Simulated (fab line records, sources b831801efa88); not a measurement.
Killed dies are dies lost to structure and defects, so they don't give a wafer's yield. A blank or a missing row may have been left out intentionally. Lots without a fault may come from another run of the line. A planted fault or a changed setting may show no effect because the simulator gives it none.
One fault seen from 2 desks | flow sky130 | each desk holds nothing but its own numbers, with what lay behind them at the end

## THE TOOL OWNER'S DESK: rie-diel-02
The tool's own readings at SKY_LI_CONTACT_ETCH_14 (etches BARC in N2/H2, stops on SiO2, time 45.9 s, target depth 60 nm): means of the sampled wafers that have a number, for each lot that ran on this tool. If a lot's mean is further than 4 standard deviations from the usual mean, the lot is out of limits and carries the mark OUT (the distance appears in the brackets).
Columns: A = drypump-motor-current-A at SKY_LI_CONTACT_ETCH_14, usual 5.4 A; B = oes-product-au at SKY_LI_CONTACT_ETCH_14, usual 0.855 a.u.; C = run-length-s at SKY_LI_CONTACT_ETCH_14, usual 74.3 s; D = throttle-valve-pct at SKY_LI_CONTACT_ETCH_14, usual 13.225 %
lot  | first seen here | A   | B                | C              | D
L242 | day 29 19:08    | 5.3 | 0.858            | 74.1           | 13.230
L243 | day 30 11:47    | 5.3 | 0.858            | 74.2           | 13.223
L245 | day 31 01:05    | 5.1 | 0.856            | 74.8           | 13.230
L250 | day 32 17:05    | 5.3 | 0.898 (+9.2) OUT | 63.3 (-23) OUT | 13.235
L252 | day 33 04:11    | 5.3 | 0.897 (+8.9) OUT | 63.3 (-23) OUT | 13.227
L259 | day 35 10:29    | 5.3 | 0.857            | 74.4           | 13.228
L261 | day 35 22:56    | 5.1 | 0.861            | 74.1           | 13.220
This desk's verdict: out of limits on L250, L252, starting with L250 at day 32 17:05 (oes-product-au at SKY_LI_CONTACT_ETCH_14). In limits: L242, L243, L245, L259, L261.

## METROLOGY DESK
What the gauges read, lot by lot, whatever tool the lot ran on: means of the sampled wafers that have a number. If a lot's mean is further than 4 standard deviations from the usual mean, the lot is out of limits and carries the mark OUT (the distance appears in the brackets).
Columns: A = cd-nm at SKY_VIA1_CD_MEAS_12, usual 149.8 nm
lot  | first seen here | A
L240 | day 33 22:17    | 150.2
L241 | day 34 02:21    | 148.3
L242 | day 34 12:34    | 149.8
L243 | day 35 05:26    | 150.4
L245 | day 35 18:29    | 147.7
L247 | day 36 10:32    | 151.7
L250 | day 37 07:11    | 152.0
L252 | day 37 20:02    | 145.6
L255 | day 38 16:11    | 151.0
L259 | day 39 22:47    | 148.8
L261 | day 40 08:31    | 150.6
L262 | day 40 16:06    | 148.1
Result from this desk: across the 12 lots, nothing is out of limits.

## PUT TOGETHER
On L250, L252, at day 32 17:05, an alarm was possible from the tool owner's desk.
The metrology desk saw nothing out of limits.
The metrology desk has L250, L252 on record, within its limits.
The lots listed all ran SKY_LI_CONTACT_ETCH_14 on rie-diel-02.

## WHAT HAD BEEN PUT IN BY THE SIMULATOR
rie-diel-02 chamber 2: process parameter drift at SKY_LI_CONTACT_ETCH_14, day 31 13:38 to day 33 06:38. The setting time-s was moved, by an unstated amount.
Shown lots that were struck: L250, L252.
Delay in hours, fault start to first out-of-limits reading, by desk: the tool owner's desk at 27.
